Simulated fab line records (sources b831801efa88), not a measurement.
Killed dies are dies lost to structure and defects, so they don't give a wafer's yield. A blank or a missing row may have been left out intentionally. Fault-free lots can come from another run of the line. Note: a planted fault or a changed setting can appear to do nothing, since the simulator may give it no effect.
Comparing a struck lot with a sound one -- flow sky130 -- 21 out of 708 route steps
Sound: the wafers L909.1, L909.2, L909.4. Struck: wafers L908.2, L908.3, L908.6. The cause is named last.
Each step with rows lists, per side, the tool, then ch with its chambers, then its first start. Under that, the readings that differ: sound wafers -- struck wafers -- difference of the means -- sigmas: that difference in standard deviations of wafers without a fault.
alike: readings with means less than 2 such deviations apart, plus words and numbers identical on both sides. not compared: withheld readings, readings lacking a value on some wafer, bounds such as >300 that could conceal the same value, and numbers that have no deviation in the record and whose values overlap.
The two part at a step that has a row with sigmas, a row that says differs or no value, or rows on one side only. Numbers that don't overlap but have no deviation are shown without sigmas and don't part them. A reading missing from all wafers of one side parts the sides only when that side holds two or more wafers.

first, 4 steps without rows for these wafers: SKY_LDD_HVN_SOFTBAKE_03 (time 60 s); SKY_LDD_HVN_EXPOSE_04 (exposes mask HVNTM, target cd 700 nm); SKY_LDD_HVN_PEB_05; SKY_LDD_HVN_DEVELOP_06 (develop time 60 s).
SKY_LDD_HVN_OVL_MEAS_07:
  sound on overlay-02, day 23 03:02; struck on overlay-02, day 23 07:11
  alike: LDD_HVN_OVL
after that, 1 step had no rows for these wafers: SKY_LDD_HVN_IMPLANT_08.
SKY_LDD_HVN_STRIP_09: strips in O2/N2.
  sound on plasma-asher-02 ch 0,1, day 23 03:13; struck on plasma-asher-02 ch 0,1, day 23 07:22
  alike: drypump-motor-current-A, oes-product-au, strip-time-to-endpoint-s
  not compared: rf-hours-counter-h
SKY_LDD_HVN_TW_MEAS_10:
  sound on film-metro-04, day 23 03:19; struck on film-metro-02, day 23 07:29
  alike: LDD_HVN_TW
then, 4 steps without rows for these wafers: SKY_LDD_HVP_DEHYDRATE_00 (time 60 s); SKY_LDD_HVP_HMDS_01 (prime time 60 s); SKY_LDD_HVP_COAT_02 (resist thk 300 nm); SKY_LDD_HVP_SOFTBAKE_03 (time 60 s).
SKY_LDD_HVP_EXPOSE_04: exposes mask HVPTM, target cd 700 nm.
  sound on iline-stepper-02 ch 0, day 23 18:22; struck on iline-stepper-02 ch 0, day 24 00:09
reading,sound,struck,difference,sigmas
mask,HVPTM#0 HVPTM#0 HVPTM#0,LDNTM#0 LDNTM#0 LDNTM#0,differs,
  alike: stage-vel-mm-s
then, 2 steps without rows for these wafers: SKY_LDD_HVP_PEB_05; SKY_LDD_HVP_DEVELOP_06 (develop time 60 s).
SKY_LDD_HVP_OVL_MEAS_07:
  sound on overlay-02, day 24 09:08; struck on overlay-01, day 24 13:08
reading,sound,struck,difference,sigmas
LDD_HVP_OVL (nm),-0.9 1.6 -1.5,- - -,no value on the struck wafers,
after that, 1 step had no rows for these wafers: SKY_LDD_HVP_IMPLANT_08.
SKY_LDD_HVP_STRIP_09: strips in O2/N2.
  sound on plasma-asher-04 ch 0,1, day 24 09:19; struck on plasma-asher-04 ch 0,1, day 24 13:19
  alike: drypump-motor-current-A, oes-product-au, strip-time-to-endpoint-s
  not compared: rf-hours-counter-h
SKY_LDD_HVP_TW_MEAS_10:
  sound on film-metro-04, day 24 09:25; struck on film-metro-03, day 24 13:26
reading,sound,struck,difference,sigmas
LDD_HVP_TW,445 445 443,30 30 30,-414,-99 or more
then, 1 step without rows for these wafers: SKY_LDD_LDN_DEHYDRATE_00 (time 60 s).
-- the record jumps here: 23 days lie between the struck wafers' starts before and after (it left off in module LDD_LDN and takes up again in module PAD_OPEN, whose first step shown is number 708 of the route) --
SKY_PAD_OPEN_PROBE_99:
  record: rows for the struck wafers here (prober-01, day 47 20:29), none for the sound ones

## WHERE THEY PART
Earliest at SKY_LDD_HVP_EXPOSE_04; latest, in this record, at SKY_PAD_OPEN_PROBE_99.

WHY: what had been put in by the simulator
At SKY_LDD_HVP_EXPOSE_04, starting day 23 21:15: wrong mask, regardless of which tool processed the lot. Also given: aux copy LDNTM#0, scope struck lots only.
